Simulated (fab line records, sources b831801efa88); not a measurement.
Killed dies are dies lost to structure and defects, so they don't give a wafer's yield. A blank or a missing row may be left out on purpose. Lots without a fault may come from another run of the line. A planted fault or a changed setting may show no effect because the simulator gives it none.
A struck lot beside a sound one | flow sfq_line | 18 steps out of a route of 325
Sound: wafers L877.1, L877.2, L877.3. Struck: wafers L888.1, L888.6. The cause comes at the end.
At each step with rows: each side's tool, then ch and its chambers, then its first start. Under that, the readings that differ: sound wafers | struck wafers | difference of the means | sigmas: that difference in standard deviations of wafers without a fault.
alike: readings whose means differ by less than 2 such deviations, and words and numbers that are the same on both sides. not compared: withheld readings, readings that some wafer has no value for, bounds like >300 that may hide the same value, and numbers for which the record gives no deviation and whose values overlap.
The two part at a step that has a row with sigmas, a row that says differs or no value, or rows on one side only. Numbers that don't overlap but have no deviation are shown without sigmas and don't part them. A reading that every wafer of one side lacks parts them only if that side has two wafers or more.

first, 3 steps without rows for these wafers: SFQ_TRILAYER_I5_LITHO_EXPOSE_145 (exposes mask I5, target cd 700 nm); SFQ_TRILAYER_I5_LITHO_PEB_147 (peb time 60 s); SFQ_TRILAYER_I5_LITHO_DEVELOP_146 (time 60 s).
SFQ_I5_OVL_MEAS_936:
  sound on overlay-01, day 68 12:36; struck on overlay-01, day 71 09:33
  alike: I5_OVL
SFQ_TRILAYER_I5_BARC_OPEN_VIA_ETCH_200: etches BARC in O2, target depth 125 nm, time 41.7 s.
  sound on rie_diel-01 ch 1,2,3, day 68 12:38; struck on rie_diel-03 ch 1,2, day 71 09:35
  alike: drypump_motor_current_A, oes_product_au
  not compared: rf_hours_counter_h
SFQ_TRILAYER_I5_ETCH_VIA_ETCH_147: etches the open film in CHF3, stops on Nb, target depth 360 nm.
  sound on rie_diel-01 ch 1,2,3, day 68 12:40; struck on rie_diel-03 ch 1,2, day 71 09:37
  alike: drypump_motor_current_A, oes_product_au
SFQ_TRILAYER_I5_STRIP_STRIP_148: strips in O2.
  sound on rie_metal-02 ch 0,1, day 68 12:49; struck on rie_metal-02 ch 0, day 71 09:46
  alike: drypump_motor_current_A, oes_product_au, platen_temp_c
  not compared: rf_hours_counter_h
then, 5 steps without rows for these wafers: SFQ_TRILAYER_I5_STRIP_SOLV_CLEAN_149 (cleans in NMP, time 600 s); SFQ_TRILAYER_C5_LITHO_COAT_156 (resist thk 62 nm); SFQ_TRILAYER_C5_LITHO_COAT_151 (resist thk 650 nm); SFQ_TRILAYER_C5_LITHO_SOFTBAKE_155; SFQ_TRILAYER_C5_LITHO_EXPOSE_152 (exposes mask C5, target cd 500 nm).
SFQ_TRILAYER_C5_LITHO_PEB_154: peb time 60 s.
  sound on litho_track-01 ch 0, day 69 09:27; struck on litho_track-01 ch 0, day 72 02:03
  alike: plate_temp_C
then, 1 step without rows for these wafers: SFQ_TRILAYER_C5_LITHO_DEVELOP_153 (time 60 s).
SFQ_C5_OVL_MEAS_937:
  sound on overlay-02, day 69 09:45; struck on overlay-02, day 72 02:21
  alike: C5_OVL
SFQ_TRILAYER_C5_BARC_OPEN_VIA_ETCH_210: etches BARC in O2, target depth 125 nm, time 41.7 s.
  sound on rie_diel-03 ch 1,2,3, day 69 09:47; struck on rie_diel-04 ch 2,3, day 72 02:23
  reading             | sound             | struck    | difference | sigmas
  model.C5.cd_nm (nm) | 499.4 500.5 498.3 | 532 531.6 | +32        |
  alike: drypump_motor_current_A, oes_product_au
  not compared: rf_hours_counter_h
SFQ_TRILAYER_C5_ETCH_VIA_ETCH_154: etches SiO2 in CHF3, stops on Nb, target depth 84 nm.
  sound on rie_diel-03 ch 1,2,3, day 69 09:49; struck on rie_diel-04 ch 2,3, day 72 02:25
  reading             | sound             | struck      | difference | sigmas
  model.C5.cd_nm (nm) | 499.7 499.9 498.2 | 532.2 531.5 | +32.6      |
  alike: drypump_motor_current_A, oes_product_au
SFQ_TRILAYER_C5_STRIP_STRIP_155: strips in O2.
  sound on rie_metal-02 ch 0,1, day 69 09:52; struck on rie_metal-03 ch 0, day 72 02:28
  reading               | sound             | struck      | difference | sigmas
  oes_product_au (a.u.) | 0.986 0.989 0.987 | 1.005 0.999 | +0.015     | +2
  alike: drypump_motor_current_A, platen_temp_c
  not compared: rf_hours_counter_h

WHERE THEY PART
Only at SFQ_TRILAYER_C5_STRIP_STRIP_155, within this record.

WHY: what the simulator had put in
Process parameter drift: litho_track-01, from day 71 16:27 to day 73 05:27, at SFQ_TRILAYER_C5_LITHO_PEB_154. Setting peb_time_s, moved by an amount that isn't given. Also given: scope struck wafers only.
